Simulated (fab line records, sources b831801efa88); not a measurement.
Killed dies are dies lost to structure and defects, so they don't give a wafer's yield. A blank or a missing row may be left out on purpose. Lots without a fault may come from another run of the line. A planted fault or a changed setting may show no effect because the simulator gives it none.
fab line records | flow sky130
record lots=5 wafers=15 last_day=49
route steps=708 shown VIA2@527 METAL3@532 CAPM@537 PAD_OPEN@708
lots that met no fault: from a run of the same line without faults
start_h: hours from the record's first day to the start of the lot's first wafer shown | wait_h: hours since the lot's step before | " the same as in the row above | L1.1+2: a row that stands for several wafers | - no value, or no start given | * or withheld: withheld | < > ~ a bound
route shown NAME@n: a module of which the file shows steps, and the number in the route of the first | usual: mean/standard deviation of fault-free wafers | same: alike in all rows | chamber/n: place in a boat | sites: the reading at each site | _std_site: their standard deviation | _edge_site: outer sites' mean less inner sites' | radius_mm: how far each site lies from the wafer's centre | mask NAME#n: copy n | behind: the tool/chamber that last shaped the wafer | hold: why the lot was held/for how many hours/how that ended | device: the transistor (n, p or np) that didn't switch | end of line: the same wafers' tests at the end of the route | a step without rows: its recipe alone | killed: dies lost to structure and defects at the first sort, not the wafer's yield | map: a wafer's dies, x killed, . not, _ none there
set.NAME: the setting as run; set.NAME@STEP: as run at that earlier step | model.NAME: the simulator's own value behind a step, which no gauge read
lots at some steps of the route; a table a step, a row a wafer
services: from which hour (start_h, from the record's first day; less than 0 if before it) a tool's chamber was out of use, for how many hours, and why
## steps
# step SKY_VIA2_SPUTTER_20
# recipe material=TiN target_thk_nm=20 chamber_pressure_pa=5 power_w=4000 time_s=80
# step SKY_VIA2_CVD_21
# recipe material=W target_thk_nm=420 time_s=126.4 temp_c=400 pressure_torr=40
# usual heater_power_w=921/59
# columns lot.wafer tool chamber start_h wait_h heater_power_w since_wet_clean_h
L543.2 cvd_w-01 0 859.01 0.0 1090 955
L543.5 " 1 " " 952 -
L543.6 " 0 " " 1074 -
L545.1 cvd_w-01 1 865.05 0.0 919 961
L545.2 " 0 " " 1088 961
L545.3 " 1 " " 953 -
L546.1 cvd_w-01 0 893.96 0.0 1120 990
L546.2 " 1 " " 938 990
L546.3 " 0 " " 1079 -
L558.1 cvd_w-02 0 973.36 0.0 881 569
L558.2 " 1 " " 907 569
L558.5 " 0 " " 881 -
L559.1 cvd_w-01 1 979.95 0.0 886 62
L559.2 " 0 " " 947 62
L559.5 " 1 " " 875 -
# step SKY_VIA2_RS_MEAS_22
# recipe thk_meas_gauge=four-point-probe reads=W_of_VIA2_CVD_21+TiN_of_VIA2_SPUTTER_20
# usual VIA2_W_RS=0.2754/0.003
# columns lot.wafer tool chamber start_h wait_h VIA2_W_RS[ohm/sq]
L543.2 film_metro-04 - 859.16 0.1 0.2781
L543.5 " - " " 0.2778
L543.6 " - " " 0.2776
L545.1 film_metro-02 - 865.18 0.1 0.2767
L545.2 " - " " 0.2766
L545.3 " - " " 0.2764
L546.1 film_metro-04 - 894.09 0.1 0.2773
L546.2 " - " " 0.2763
L546.3 " - " " 0.2750
L558.1 film_metro-01 - 973.49 0.1 0.2739
L558.2 " - " " 0.2766
L558.5 " - " " 0.2768
L559.1 film_metro-04 - 980.08 0.1 0.2756
L559.2 " - " " 0.2757
L559.5 " - " " 0.2756
# step SKY_VIA2_THK_MEAS_23
# recipe thk_meas_gauge=xrf reads=W_of_VIA2_CVD_21
# usual VIA2_W_THK=419/6
# columns lot.wafer tool chamber start_h wait_h VIA2_W_THK[nm]
L543.2 film_metro-04 - 859.27 0.1 414
L543.5 " - " " 410
L543.6 " - " " 412
L545.1 film_metro-02 - 865.30 0.1 426
L545.2 " - " " 428
L545.3 " - " " 424
L546.1 film_metro-04 - 894.21 0.1 416
L546.2 " - " " 415
L546.3 " - " " 419
L558.1 film_metro-01 - 973.61 0.1 421
L558.2 " - " " 416
L558.5 " - " " 415
L559.1 film_metro-04 - 980.20 0.1 418
L559.2 " - " " 419
L559.5 " - " " 419
# step SKY_VIA2_CMP_24
# recipe stop_on=SiO2 t_overpolish_s=20 down_force_psi=3.5 platen_rpm=60 target_thk_nm=0 pad_velocity_m_s=0.94248
# step SKY_METAL3_SPUTTER_00
# recipe material=Ti target_thk_nm=15 power_w=3000 time_s=10 chamber_pressure_pa=0.4
# usual throttle_valve_pct=30.7/1.4
# columns lot.wafer tool chamber start_h wait_h throttle_valve_pct
L543.2 pvd_sputter-04 - 859.62 0.2 28.3
L543.5 " - " " 28.6
L543.6 " - " " 29.4
L545.1 pvd_sputter-03 - 865.66 0.2 31.5
L545.2 " - " " 31.5
L545.3 " - " " 32.2
L546.1 pvd_sputter-02 - 894.57 0.2 30.7
L546.2 " - " " 28.5
L546.3 " - " " 28.6
L558.1 pvd_sputter-02 - 973.97 0.1 28.5
L558.2 " - " " 29.1
L558.5 " - " " 28.5
L559.1 pvd_sputter-03 - 980.56 0.2 31.7
L559.2 " - " " 32.0
L559.5 " - " " 31.5
# step SKY_METAL3_SPUTTER_01
# recipe material=TiN target_thk_nm=20 power_w=6500 time_s=16.7 chamber_pressure_pa=0.4
# step SKY_METAL3_SPUTTER_02
# recipe material=AlCu target_thk_nm=735 power_w=10600 time_s=39.1 chamber_pressure_pa=0.4
# step SKY_METAL3_SPUTTER_03
# recipe material=Ti target_thk_nm=5 power_w=3000 time_s=3.3 chamber_pressure_pa=0.4
# step SKY_METAL3_SPUTTER_04
# recipe material=TiN target_thk_nm=70 power_w=6500 time_s=58.3 chamber_pressure_pa=0.4
# step SKY_CAPM_CVD_00
# recipe material=SiO2 target_thk_nm=15.5 temp_c=400 time_s=withheld rf_w=450
# step SKY_CAPM_THK_MEAS_01
# recipe reads=SiO2_of_CAPM_CVD_00
# usual CAPM_CVD_00_THK=15.38/0.22
# columns lot.wafer tool chamber start_h wait_h CAPM_CVD_00_THK[nm]
L543.2 film_metro-04 - 859.81 - 15.38
L543.5 " - " " 15.65
L543.6 " - " " 15.32
L545.1 film_metro-02 - 865.83 - 15.53
L545.2 " - " " 15.59
L545.3 " - " " 15.52
L546.1 film_metro-03 - 894.75 - 15.26
L546.2 " - " " 15.25
L546.3 " - " " 14.87
L558.1 film_metro-03 - 974.14 - 14.86
L558.2 " - " " 15.14
L558.5 " - " " 15.41
L559.1 film_metro-02 - 980.74 - 15.47
L559.2 " - " " 15.48
L559.5 " - " " 15.72
# step SKY_CAPM_SPUTTER_02
# recipe material=TiN target_thk_nm=200 temp_c=300 power_w=6500 time_s=166.7 chamber_pressure_pa=0.4
# usual throttle_valve_pct=30.5/1.4
# columns lot.wafer tool chamber start_h wait_h throttle_valve_pct model.TiN_of_CAPM_SPUTTER_02.thk_nm
L543.2 pvd_sputter-01 - 859.86 0.0 31.3 202
L543.5 " - " " 32.2 202.3
L543.6 " - " " 30.5 203.3
L545.1 pvd_sputter-01 - 865.89 0.1 29.6 197.8
L545.2 " - " " 31.5 199.5
L545.3 " - " " 30.3 201.7
L546.1 pvd_sputter-01 - 894.81 0.1 32.3 197.4
L546.2 " - " " 29.6 195.4
L546.3 " - " " 30.5 218
L558.1 pvd_sputter-04 - 974.20 0.1 31.9 200.9
L558.2 " - " " 29.4 202.1
L558.5 " - " " 28.6 201.2
L559.1 pvd_sputter-04 - 980.80 0.1 29.2 202.6
L559.2 " - " " 28.1 203.6
L559.5 " - " " 29.0 203.1
# step SKY_CAPM_RS_MEAS_03
# recipe thk_meas_gauge=four-point-probe reads=TiN_of_CAPM_SPUTTER_02
# usual CAPM_TIN_RS=6.91/0.091
# columns lot.wafer tool chamber start_h wait_h CAPM_TIN_RS[ohm/sq]
L543.2 film_metro-02 - 859.99 0.1 6.85
L543.5 " - " " 6.86
L543.6 " - " " 6.81
L545.1 film_metro-02 - 866.00 0.1 6.99
L545.2 " - " " 6.94
L545.3 " - " " 6.87
L546.1 film_metro-03 - 894.92 0.1 6.99
L546.2 " - " " 7.07
L546.3 " - " " 6.31
L558.1 film_metro-02 - 974.31 0.1 6.90
L558.2 " - " " 6.86
L558.5 " - " " 6.88
L559.1 film_metro-02 - 980.91 0.1 6.85
L559.2 " - " " 6.80
L559.5 " - " " 6.82
# step SKY_CAPM_THK_MEAS_04
# recipe thk_meas_gauge=xrf reads=TiN_of_CAPM_SPUTTER_02
# usual CAPM_TIN_THK=198.0/2.5
# columns lot.wafer tool chamber start_h wait_h CAPM_TIN_THK[nm]
L543.2 film_metro-02 - 860.10 0.1 199.5
L543.5 " - " " 200.3
L543.6 " - " " 200.8
L545.1 film_metro-02 - 866.12 0.1 194.7
L545.2 " - " " 197.7
L545.3 " - " " 199.1
L546.1 film_metro-03 - 895.04 0.1 195.7
L546.2 " - " " 193.2
L546.3 " - " " 216.9
L558.1 film_metro-02 - 974.43 0.1 196.9
L558.2 " - " " 198.7
L558.5 " - " " 196.9
L559.1 film_metro-02 - 981.03 0.1 199.3
L559.2 " - " " 199.6
L559.5 " - " " 198.9
# step SKY_CAPM_DEHYDRATE_05
# recipe temp_c=200 time_s=60
# step SKY_CAPM_HMDS_06
# recipe prime_time_s=60 prime_temp_c=120
# step SKY_CAPM_COAT_07
# recipe resist=NOVOLAK spin_rpm=3000 resist_thk_nm=1140
# step SKY_CAPM_SOFTBAKE_08
# recipe temp_c=90 time_s=60 resist=NOVOLAK
# step SKY_CAPM_EXPOSE_09
# recipe mask_id=CAPM na=0.6 source_shape=conventional sigma_outer=0.6 polarization=unpolarized target_cd_nm=1000 dose_mj=159
# step SKY_CAPM_PEB_10
# recipe temp_c=withheld time_s=* resist=NOVOLAK
# step SKY_CAPM_DEVELOP_11
# recipe resist=NOVOLAK developer=TMAH develop_time_s=60 dev_temp_c=23
# step SKY_CAPM_OVL_MEAS_12
# usual CAPM_OVL=-0.7/1.2
# columns lot.wafer tool chamber start_h wait_h CAPM_OVL[nm]
L543.2 overlay-01 - 885.38 0.1 -0.4
L543.5 " - " " -0.4
L543.6 " - " " -0.9
L545.1 overlay-01 - 892.02 0.1 -0.6
L545.2 " - " " -2.2
L545.3 " - " " -0.5
L546.1 overlay-01 - 919.45 0.1 -0.7
L546.2 " - " " 0.4
L546.3 " - " " 2.1
L558.1 overlay-02 - 997.56 0.1 -0.2
L558.2 " - " " -0.8
L558.5 " - " " -1.2
L559.1 overlay-02 - 1002.92 0.1 -1.6
L559.2 " - " " -0.3
L559.5 " - " " -1.7
# step SKY_CAPM_METAL_ETCH_13
# recipe target_depth_nm=220 stop_on=SiO2 chemistry=Cl2/BCl3 target=TiN pressure_mtorr=10 icp_w=900 bias_w=48.5 Cl2_flow_sccm=60 bcl3_flow_sccm=30 time_s=62.9
# usual chamber_pressure_mTorr=10.000/0.0097 drypump_motor_current_A=6.2/0.44 oes_product_au=0.942/0.0081 rf_fwd_power_W=892/4.5 throttle_valve_pct=21.902/0.011
# columns lot.wafer tool chamber start_h wait_h chamber_pressure_mTorr drypump_motor_current_A oes_product_au rf_fwd_power_W rf_hours_counter_h throttle_valve_pct
L543.2 rie_metal-03 1 885.41 0.0 10.005 6.8 0.949 900 8 21.888
L543.5 " 0 " " 10.004 5.7 0.949 896 - 21.907
L543.6 " 1 " " 9.995 6.8 0.955 900 - 21.883
L545.1 rie_metal-04 1 892.06 0.0 10.000 6.5 0.936 881 1 21.902
L545.2 " 0 " " 9.996 5.7 0.949 890 9 21.909
L545.3 " 0 " " 9.984 5.7 0.937 893 - 21.890
L546.1 rie_metal-04 1 919.49 0.0 10.007 6.5 0.932 888 2 21.902
L546.2 " 0 " " 10.004 5.7 0.930 888 10 21.912
L546.3 " 0 " " 9.991 5.7 0.990 889 - 21.884
L558.1 rie_metal-04 1 997.60 0.0 10.007 6.6 0.944 884 6 21.894
L558.2 " 0 " " 10.001 5.7 0.945 892 14 21.892
L558.5 " 1 " " 9.991 6.6 0.940 887 - 21.903
L559.1 rie_metal-04 1 1002.96 0.0 9.998 6.5 0.945 888 6 21.877
L559.2 " 0 " " 10.003 5.7 0.954 887 14 21.885
L559.5 " 1 " " 9.999 6.5 0.943 887 - 21.894
# step SKY_CAPM_STRIP_14
# recipe chemistry=O2/N2 power_w=1400 pressure_mtorr=1500 platen_temp_c=withheld o2_flow_sccm=3000 n2_flow_sccm=300 overash_fraction=0.5
# step SKY_CAPM_STRIP_15
# recipe chemistry=post_etch_residue_remover time_s=1200 temp_c=72.5
# step SKY_CAPM_CLEAN_16
# recipe chemistry=IPA time_s=180 temp_c=25
# step SKY_CAPM_CLEAN_17
# recipe chemistry=O3/DIW dry=n2_spin
# step SKY_METAL3_DEHYDRATE_05
# recipe temp_c=200 time_s=60
# step SKY_METAL3_HMDS_06
# recipe prime_time_s=60 prime_temp_c=120
# step SKY_METAL3_COAT_07
# recipe resist=BARC temp_c=withheld time_s=withheld spin_rpm=3000 resist_thk_nm=60
# step SKY_METAL3_COAT_08
# recipe resist=KrF-thick spin_rpm=3000 resist_thk_nm=1140
# step SKY_METAL3_SOFTBAKE_09
# recipe temp_c=100 time_s=90 resist=KrF-thick
# step SKY_METAL3_EXPOSE_10
# recipe mask_id=MM3 na=0.68 source_shape=annular sigma_inner=0.4 sigma_outer=0.8 target_cd_nm=300 dose_mj=28
# step SKY_METAL3_PEB_11
# recipe peb_temp_c=withheld peb_time_s=withheld resist=KrF-thick
# step SKY_METAL3_DEVELOP_12
# recipe develop_time_s=60 resist=KrF-thick dev_temp_c=21
# step SKY_METAL3_CD_MEAS_13
# recipe target_cd_nm=300
# usual cd_nm=299.5/1.2
# columns lot.wafer tool chamber start_h wait_h cd_nm
L543.2 cd_sem-01 - 911.48 - 299.7
L543.5 " - " " 300.3
L543.6 " - " " 299.7
L545.1 cd_sem-01 - 918.31 - 300.6
L545.2 " - " " 299.4
L545.3 " - " " 299.3
L546.1 cd_sem-02 - 944.72 - 300.9
L546.2 " - " " 301.5
L546.3 " - " " 300.8
L558.1 cd_sem-02 - 1020.91 - 298.2
L558.2 " - " " 298.4
L558.5 " - " " 299.2
L559.1 cd_sem-02 - 1025.56 - 299.8
L559.2 " - " " 300.4
L559.5 " - " " 300.8
# step SKY_METAL3_OVL_MEAS_14
# usual METAL3_OVL=-3/4.6
# columns lot.wafer tool chamber start_h wait_h METAL3_OVL[nm]
L543.2 overlay-01 - 911.58 0.1 -5
L543.5 " - " " -6
L543.6 " - " " -5
L545.1 overlay-01 - 918.43 0.1 1
L545.2 " - " " -6
L545.3 " - " " -6
L546.1 overlay-02 - 944.84 0.1 -10
L546.2 " - " " 4
L546.3 " - " " -1
L558.1 overlay-02 - 1021.03 0.1 -5
L558.2 " - " " -1
L558.5 " - " " 1
L559.1 overlay-02 - 1025.68 0.1 -1
L559.2 " - " " -2
L559.5 " - " " -10
# step SKY_METAL3_DESCUM_15
# recipe chemistry=O2 source_power_w=150 bias_power_w=0 pressure_mtorr=10 temp_c=40 time_s=8
# usual chamber_pressure_mTorr=10.001/0.01 drypump_motor_current_A=6.3/0.37 oes_product_au=1.004/0.012 rf_fwd_power_W=147.8/0.88
# columns lot.wafer tool chamber start_h wait_h chamber_pressure_mTorr drypump_motor_current_A oes_product_au rf_fwd_power_W rf_hours_counter_h
L543.2 rie_metal-02 1 911.61 0.0 10.003 6.5 0.998 149.1 3
L543.5 " 1 " " 9.995 6.6 1.010 148.8 -
L543.6 " 0 " " 9.997 6.3 1.024 148.5 -
L545.1 rie_metal-01 0 918.46 0.0 9.998 6.2 1.012 146.3 12
L545.2 " 1 " " 10.008 5.9 0.996 145.9 7
L545.3 " 1 " " 9.993 5.9 0.994 146.4 -
L546.1 rie_metal-01 1 944.88 0.0 10.001 5.9 0.994 145.8 8
L546.2 " 0 " " 10.022 6.2 1.011 145.9 12
L546.3 " 0 " " 10.000 6.2 1.010 146.1 -
L558.1 rie_metal-03 1 1021.06 0.0 9.998 6.8 1.001 147.5 14
L558.2 " 0 " " 10.001 5.7 0.999 147.3 11
L558.5 " 1 " " 9.996 6.8 0.995 147.3 -
L559.1 rie_metal-02 0 1025.71 0.0 10.011 6.2 1.019 147.6 9
L559.2 " 1 " " 10.020 6.6 0.988 148.2 10
L559.5 " 0 " " 9.992 6.3 1.023 147.6 -
# step SKY_METAL3_ETCH_16
# recipe chemistry=N2/H2 target=BARC ion_energy_ev=200 bias_w=100 pressure_mtorr=30 n2_flow_sccm=100 h2_flow_sccm=200 icp_w=500 stop_on=SiO2 time_s=88.2 target_depth_a=600
# usual chamber_pressure_mTorr=30.000/0.025 drypump_motor_current_A=6.3/0.37 oes_product_au=0.626/0.0039 rf_fwd_power_W=497.5/1.9 throttle_valve_pct=13.205/0.0081
# columns lot.wafer tool chamber start_h wait_h chamber_pressure_mTorr drypump_motor_current_A oes_product_au rf_fwd_power_W rf_hours_counter_h throttle_valve_pct
L543.2 rie_metal-02 1 911.64 0.0 29.988 6.6 0.627 498.2 3 13.198
L543.5 " 1 " " 30.031 6.6 0.622 497.0 - 13.199
L543.6 " 0 " " 29.983 6.2 0.624 496.9 - 13.190
L545.1 rie_metal-01 0 918.49 0.0 29.997 6.2 0.623 493.1 12 13.212
L545.2 " 1 " " 29.958 6.0 0.625 497.9 7 13.197
L545.3 " 1 " " 29.983 6.0 0.623 498.8 - 13.203
L546.1 rie_metal-01 1 944.91 0.0 30.049 6.0 0.622 496.4 8 13.211
L546.2 " 0 " " 29.995 6.3 0.627 495.4 12 13.213
L546.3 " 0 " " 29.993 6.3 0.622 495.8 - 13.209
L558.1 rie_metal-03 1 1021.10 0.0 29.978 6.8 0.623 499.4 14 13.192
L558.2 " 0 " " 30.026 5.7 0.626 497.0 11 13.201
L558.5 " 1 " " 29.946 6.8 0.621 499.7 - 13.213
L559.1 rie_metal-02 0 1025.75 0.0 30.014 6.2 0.629 496.7 9 13.207
L559.2 " 1 " " 30.022 6.6 0.626 499.7 10 13.203
L559.5 " 0 " " 29.948 6.3 0.630 496.1 - 13.202
# step SKY_METAL3_ETCH_17
# recipe target=SiO2 stop_on=TiN chemistry=C4F8/O2/Ar source_w=1500 bias_w=1200 pressure_mtorr=40 c4f8_flow_sccm=withheld O2_flow_sccm=6 Ar_flow_sccm=300 time_s=3.9 target_depth_a=150
# step SKY_METAL3_METAL_ETCH_18
# recipe target_depth_a=8450 stop_on=SiO2 over_etch_frac=0.3 time_s=183.1 chemistry=Cl2/BCl3 resist_sidewall_deg=88 pressure_mtorr=10 icp_w=900 bias_w=48.5 Cl2_flow_sccm=60 bcl3_flow_sccm=30
# usual chamber_pressure_mTorr=9.999/0.0096 drypump_motor_current_A=6.3/0.39 oes_product_au=0.865/0.0062 rf_fwd_power_W=897/3.3 throttle_valve_pct=22.265/0.0088
# columns lot.wafer tool chamber start_h wait_h chamber_pressure_mTorr drypump_motor_current_A oes_product_au rf_fwd_power_W rf_hours_counter_h throttle_valve_pct
L543.2 rie_metal-01 1 911.76 0.0 10.011 5.9 0.863 901 7 22.258
L543.5 " 0 " " 10.002 6.3 0.864 889 - 22.265
L543.6 " 1 " " 9.989 5.9 0.854 898 - 22.261
L545.1 rie_metal-03 1 918.61 0.0 10.013 6.8 0.866 901 9 22.265
L545.2 " 0 " " 10.011 5.6 0.873 899 7 22.267
L545.3 " 1 " " 10.015 6.8 0.873 901 - 22.267
L546.1 rie_metal-02 1 945.03 0.0 10.010 6.6 0.861 896 5 22.249
L546.2 " 0 " " 10.002 6.3 0.863 899 4 22.272
L546.3 " 0 " " 10.001 6.3 0.869 898 - 22.258
L558.1 rie_metal-02 1 1021.21 0.0 10.028 6.6 0.860 894 9 22.280
L558.2 " 0 " " 9.999 6.3 0.861 895 8 22.270
L558.5 " 1 " " 9.992 6.6 0.870 898 - 22.268
L559.1 rie_metal-01 0 1025.86 0.0 9.988 6.2 0.864 891 17 22.253
L559.2 " 1 " " 9.990 6.0 0.868 896 13 22.269
L559.5 " 1 " " 9.999 5.9 0.872 901 - 22.258
# step SKY_METAL3_STRIP_20
# recipe chemistry=post_etch_residue_remover time_s=1200 temp_c=72.5
# columns lot.wafer tool chamber start_h wait_h model.TiN_of_CAPM_SPUTTER_02.thk_nm
L543.2 wet_bench-04 0 912.04 0.1 201.1
L543.5 " 0 " " 201.5
L543.6 " 0 " " 202.5
L545.1 wet_bench-01 3 918.95 0.1 197
L545.2 " 3 " " 198.7
L545.3 " 3 " " 200.9
L546.1 wet_bench-04 0 945.31 0.1 196.6
L546.2 " 0 " " 194.6
L546.3 " 0 " " 217.2
L558.1 wet_bench-03 0 1021.49 0.1 200
L558.2 " 0 " " 201.2
L558.5 " 0 " " 200.3
L559.1 wet_bench-04 0 1026.14 0.1 201.7
L559.2 " 0 " " 202.8
L559.5 " 0 " " 202.3
# step SKY_PAD_OPEN_PROBE_99
# usual defect_limited_yield=82.6/1.9 killed_at_M0_to_M3=42/7.1 killed_at_M4_up=3.3/1.9 killed_at_contacts=24/5 killed_at_front_end=15/4.7 killed_at_other=0.3/0.61 killed_dies=86/9.6 killed_open=47/7.5 killed_short=38/6.6 sort_bin_3_pad_short=0.9/0.42 sort_bin_5_function=10.2/1.5 sort_bin_6_memory=6.3/1.1 sort_n_pass=406/9.6 sort_yield_pct=82.6/1.9
# same gross_dies=492 killed_at_back_side=0 sort_bin_4_leakage[%]=0 sort_bin_8_speed[%]=0
# columns lot.wafer tool chamber start_h wait_h defect_limited_yield[%] killed_at_M0_to_M3 killed_at_M4_up killed_at_contacts killed_at_front_end killed_at_other killed_dies killed_open killed_short sort_bin_3_pad_short[%] sort_bin_5_function[%] sort_bin_6_memory[%] sort_n_pass sort_yield_pct[%] model.etest.cap_mim.plate_ohm_sq
L543.2 prober-01 - 1084.18 0.1 81.5 46 3 20 22 0 91 43 48 1.4 9.3 7.7 401 81.5 5.926
L543.5 prober-01 - 1084.33 0.2 81.9 42 4 23 20 0 89 54 35 0.6 11.2 6.3 403 81.9 5.934
L543.6 prober-01 - 1084.38 0.2 80.3 44 2 31 20 0 97 58 38 1.0 11.4 7.3 395 80.3 5.884
L545.1 prober-01 - 1088.83 0.1 82.1 45 4 21 18 0 88 49 38 1.0 10.0 6.9 404 82.1 6.062
L545.2 prober-01 - 1088.88 0.1 81.1 38 1 32 22 0 93 50 43 0.8 8.7 9.3 399 81.1 5.993
L545.3 prober-01 - 1088.93 0.2 82.7 41 3 22 18 1 85 56 28 0.6 10.6 6.1 407 82.7 5.976
L546.1 prober-02 - 1110.63 0.1 80.9 54 3 19 18 0 94 46 48 1.4 12.6 5.1 398 80.9 6.039
L546.2 prober-02 - 1110.68 0.1 84.3 34 3 26 14 0 77 53 24 0.6 9.6 5.5 415 84.3 6.143
L546.3 prober-02 - 1110.73 0.2 84.6 32 6 27 11 0 76 39 37 1.6 8.9 4.9 416 84.6 5.433
L558.1 prober-01 - 1174.27 0.1 85.4 35 5 18 14 0 72 30 41 0.8 8.7 5.1 420 85.4 6.048
L558.2 prober-01 - 1174.32 0.1 81.3 44 3 21 24 0 92 49 42 0.4 9.8 8.5 400 81.3 5.964
L558.5 prober-01 - 1174.47 0.2 85.6 26 2 26 17 0 71 38 33 0.6 9.8 4.1 421 85.6 5.962
L559.1 prober-01 - 1177.27 0.1 85.8 33 3 21 13 0 70 48 22 0.8 9.6 3.9 422 85.8 5.948
L559.2 prober-01 - 1177.32 0.1 83.9 41 3 20 13 2 79 44 33 1.0 10.2 4.9 413 83.9 5.948
L559.5 prober-01 - 1177.47 0.2 84.3 40 2 22 13 0 77 40 37 1.0 11.2 3.5 415 84.3 5.905
# killed by level:class
L543.2 CONTACT:geometric_particle:open=9 VIA1:geometric_particle:short=9 VIA1:geometric_particle:open=9 FIELD_ISO:geometric_particle:short=8 POLY_GATE:geometric_particle:short=6 CONTACT:geometric_particle:short=6 METAL2:geometric_particle:short=6 VIA2:geometric_particle:open=6
L543.5 VIA2:geometric_particle:open=13 CONTACT:geometric_particle:open=11 VIA1:geometric_particle:open=8 POLY_GATE:geometric_particle:short=6 LI_CONTACT:geometric_particle:open=6 VIA2:geometric_particle:short=5 FIELD_ISO:geometric_particle:short=4 FIELD_ISO:geometric_particle:open=4
L543.6 CONTACT:geometric_particle:open=12 VIA2:geometric_particle:open=11 LI_CONTACT:geometric_particle:open=9 VIA3:geometric_particle:open=8 METAL1:geometric_particle:short=7 CONTACT:geometric_particle:short=6 VIA1:geometric_particle:open=6 FIELD_ISO:geometric_particle:short=5
L545.1 CONTACT:geometric_particle:open=11 VIA3:geometric_particle:open=9 VIA1:geometric_particle:open=8 METAL2:geometric_particle:short=7 FIELD_ISO:geometric_particle:open=5 POLY_GATE:geometric_particle:open=4 CONTACT:geometric_particle:short=4 VIA2:geometric_particle:short=4
L545.2 CONTACT:geometric_particle:open=10 LI_CONTACT:geometric_particle:open=8 VIA1:geometric_particle:open=8 POLY_GATE:geometric_particle:short=7 VIA3:geometric_particle:open=7 FIELD_ISO:geometric_particle:open=6 LOCAL_INTERCONNECT:geometric_particle:short=6 VIA1:geometric_particle:short=5
L545.3 CONTACT:geometric_particle:open=12 VIA3:geometric_particle:open=11 VIA1:geometric_particle:open=8 VIA2:geometric_particle:open=6 METAL2:geometric_particle:short=6 POLY_GATE:geometric_particle:open=5 LI_CONTACT:geometric_particle:open=4 POLY_GATE:geometric_particle:short=3
L546.1 CONTACT:geometric_particle:open=11 METAL1:geometric_particle:short=10 VIA1:geometric_particle:short=9 VIA2:geometric_particle:short=6 VIA1:geometric_particle:open=6 VIA2:geometric_particle:open=6 LI_CONTACT:geometric_particle:open=5 METAL2:geometric_particle:short=5
L546.2 LI_CONTACT:geometric_particle:open=9 VIA1:geometric_particle:open=9 CONTACT:geometric_particle:open=8 POLY_GATE:geometric_particle:open=4 LOCAL_INTERCONNECT:geometric_particle:short=4 METAL2:geometric_particle:open=4 VIA2:geometric_particle:short=4 VIA2:geometric_particle:open=4
L546.3 CONTACT:geometric_particle:open=13 METAL1:geometric_particle:short=7 VIA1:geometric_particle:open=7 CONTACT:geometric_particle:short=6 POLY_GATE:geometric_particle:open=4 VIA1:geometric_particle:short=4 FIELD_ISO:geometric_particle:open=3 FIELD_ISO:geometric_particle:short=3
L558.1 FIELD_ISO:geometric_particle:short=7 VIA1:geometric_particle:open=7 CONTACT:geometric_particle:open=7 LOCAL_INTERCONNECT:geometric_particle:short=5 VIA2:geometric_particle:open=5 VIA1:geometric_particle:short=4 METAL2:geometric_particle:short=4 METAL1:geometric_particle:short=3
L558.2 CONTACT:geometric_particle:open=9 VIA2:geometric_particle:open=8 FIELD_ISO:geometric_particle:open=7 FIELD_ISO:geometric_particle:short=7 VIA2:geometric_particle:short=7 VIA1:geometric_particle:open=7 METAL1:geometric_particle:short=6 LI_CONTACT:geometric_particle:open=5
L558.5 CONTACT:geometric_particle:open=10 LOCAL_INTERCONNECT:geometric_particle:short=6 LI_CONTACT:geometric_particle:open=5 METAL1:geometric_particle:short=5 FIELD_ISO:geometric_particle:short=4 FIELD_ISO:geometric_particle:open=4 VIA2:geometric_particle:open=4 POLY_GATE:geometric_particle:open=3
L559.1 CONTACT:geometric_particle:open=8 LI_CONTACT:geometric_particle:open=7 VIA1:geometric_particle:open=7 VIA3:geometric_particle:open=7 METAL3:geometric_particle:short=5 SPACER:geometric_particle:open=4 VIA2:geometric_particle:open=4 METAL1:geometric_particle:short=3
L559.2 VIA1:geometric_particle:open=9 VIA2:geometric_particle:open=9 FIELD_ISO:geometric_particle:open=6 LI_CONTACT:geometric_particle:open=6 CONTACT:geometric_particle:open=5 VIA1:geometric_particle:short=5 METAL2:geometric_particle:short=5 VIA3:geometric_particle:open=4
L559.5 LI_CONTACT:geometric_particle:open=8 VIA2:geometric_particle:open=6 VIA1:geometric_particle:open=6 VIA1:geometric_particle:short=6 CONTACT:geometric_particle:short=5 CONTACT:geometric_particle:open=5 POLY_GATE:geometric_particle:open=4 METAL1:geometric_particle:short=4
## services
# columns tool chamber start_h hours kind
pvd_sputter-03 - 841.83 1.0 repair
rie_metal-02 0 844.87 - clean
rie_metal-02 0 844.87 12.8 scheduled_down
rie_metal-02 0 844.87 12.8 vent_cycle
rie_metal-04 1 849.49 - clean
rie_metal-04 1 849.49 27.0 scheduled_down
rie_metal-04 1 849.49 27.0 vent_cycle
pvd_sputter-02 - 862.50 4.1 repair
cvd_w-02 - 864.74 3.9 repair
wet_bench-04 - 880.89 4.4 repair
rie_metal-04 - 884.57 1.2 repair
cvd_w-01 - 904.00 14.0 pm
cvd_w-01 0 904.00 14.0 vent_cycle
cvd_w-01 1 904.00 14.0 vent_cycle
pvd_sputter-04 - 909.22 0.7 repair
cvd_w-02 1 916.64 7.3 repair
rie_metal-02 - 918.40 0.3 repair
wet_bench-04 - 922.18 2.4 repair
rie_metal-04 0 929.84 6.6 repair
pvd_sputter-01 - 950.17 5.7 repair
rie_metal-02 - 965.69 2.8 pm
pvd_sputter-01 - 971.69 7.0 repair
pvd_sputter-02 - 990.41 23.1 repair
pvd_sputter-01 - 994.80 1.1 repair
## key
first_sign step=SKY_CAPM_RS_MEAS_03 reading=CAPM_TIN_RS direction=down sigmas=6.6 usual=6.91 struck=6.31
effect step=SKY_CAPM_THK_MEAS_04 reading=CAPM_TIN_THK direction=up sigmas=7.5 usual=198.0 struck=216.9
effect step=SKY_CAPM_METAL_ETCH_13 reading=oes_product_au direction=up sigmas=6 usual=0.942 struck=0.990
model_effect step=SKY_CAPM_SPUTTER_02 value=TiN_of_CAPM_SPUTTER_02.thk_nm without=196.3 struck=218
model_effect step=SKY_METAL3_STRIP_20 value=TiN_of_CAPM_SPUTTER_02.thk_nm without=195.5 struck=217.2
model_effect step=SKY_PAD_OPEN_PROBE_99 value=etest.cap_mim.plate_ohm_sq without=6.034 struck=5.433
met_at SKY_CAPM_SPUTTER_02
struck_wafers L546.3
onset_between 865.89 894.81
fault kind=process_parameter_drift tool=pvd_sputter-01 chamber=- onset_h=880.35 steps=SKY_CAPM_SPUTTER_02 channel=target_thk_nm offset=21.689 shape=step end_h=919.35 scope=struck_wafers_only acts_in=these_recipes_only stated=200
